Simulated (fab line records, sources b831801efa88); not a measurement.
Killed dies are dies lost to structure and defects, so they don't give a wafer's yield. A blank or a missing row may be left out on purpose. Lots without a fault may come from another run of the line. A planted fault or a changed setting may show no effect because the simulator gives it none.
Problem report in the 8D (eight disciplines) form, filled by code | flow gf180mcu | the parts of the form that need people (team, actions taken, sign-off) are left out

1. THE PROBLEM
V5_W_RS at GF_V5_RS_MEAS_24 reads a mean of 0.249 ohm/sq on 3 wafers of 2 lots; wafers without a fault read 0.326 ohm/sq with a standard deviation of 0.0031. That is -25 standard deviations from the usual mean.
The step: measures by four-point-probe.
First seen on wafer L416.5, day 30 03:09, on film_metro-03. The record holds 32 wafers of 11 lots with a number at this step. Rule for "out", or "out of limits": more than 4 standard deviations from the usual mean. The other wafers with a number count as sound.

2. WHAT IT IS AND WHAT IT IS NOT
question                    | is                     | is not
which readings at this step | V5_W_RS                | -
which lots                  | L416, L417             | L407, L408, L409, L412, L421, L424, L426, L429, L430
which wafers of those lots  | L416.5, L417.2, L417.3 | L416.1, L417.4
read on which gauges        | film_metro-03          | film_metro-01, film_metro-02
when                        | from day 30 03:09      | up to then (13 sound wafers); but 16 sound wafers of L417, L421, L424, L426, L429, L430 came after

3. SUSPECTS, AND WHAT RULES EACH OUT
Counting: a tool at a process step up to the reading stays a suspect if it ran every lot that is out. Sound lots after the first of them don't rule it out here, since some wafers of a struck lot are sound.
- the gauge at GF_V5_RS_MEAS_24: ruled out. All the wafers that are out were read on film_metro-03, but those of them that GF_V5_CMP_26 has rows for are out there too, on other tools.
- cvd_w-02 at GF_V5_CVD_23 (deposits W, target thk 350 nm, time 104.9 s): kept. It ran every lot that is out, first L416 (day 30 03:02); its last sound lot up to then is L412 (day 29 01:10).
Left after counting: cvd_w-02 at GF_V5_CVD_23.

4. THE CAUSE (what the simulator had put in)
Process parameter drift: cvd_w-02, from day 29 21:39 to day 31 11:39, at GF_V5_CVD_23. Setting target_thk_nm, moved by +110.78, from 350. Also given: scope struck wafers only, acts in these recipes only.
Counting left only this tool.

5. THE CHAIN OF EFFECTS, in route order
Each row: a reading whose mean over the struck wafers that have a number lies more than 3 standard deviations from the usual. Only readings for which the record gives a usual standard deviation are gone through. hours: the time from each lot's start at the first step in this table that gives one to its start at this step, as a median over the lots. sigmas: the change in usual standard deviations.
hours | step              | reading            | usual        | on struck wafers | change | sigmas
0     | GF_V5_RS_MEAS_24  | V5_W_RS            | 0.326 ohm/sq | 0.249            | -0.077 | -25
0     | GF_V5_THK_MEAS_25 | V5_W_THK           | 358 nm       | 471              | +113   | +27
0     | GF_V5_CMP_26      | time_to_endpoint_s | 86 s         | 112              | +26    | +7.0
The process steps in it:
- GF_V5_CMP_26: polishes, stops on SiO2, t overpolish 15 s, target thk 0 nm.
Later measuring or inspecting steps at which every struck wafer that the step has a row for has a number for every such reading, and none has moved that far: GF_TOP_METAL_CD_MEAS_14.

6. WHAT WOULD HAVE CAUGHT IT SOONER
In this record the first reading out of limits at a measuring or inspecting step was taken at day 30 03:09, 6 hours after the fault began at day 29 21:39.
Of the tool readings at GF_V5_CVD_23 for which the record gives a usual standard deviation, none was out on any struck wafer, so an alarm limit of 4 standard deviations on them would not have fired.
Of the lots that are out (2), L417 began GF_V5_CVD_23 on cvd_w-02 after day 30 03:09. A hold on the tool at that time would have spared it.
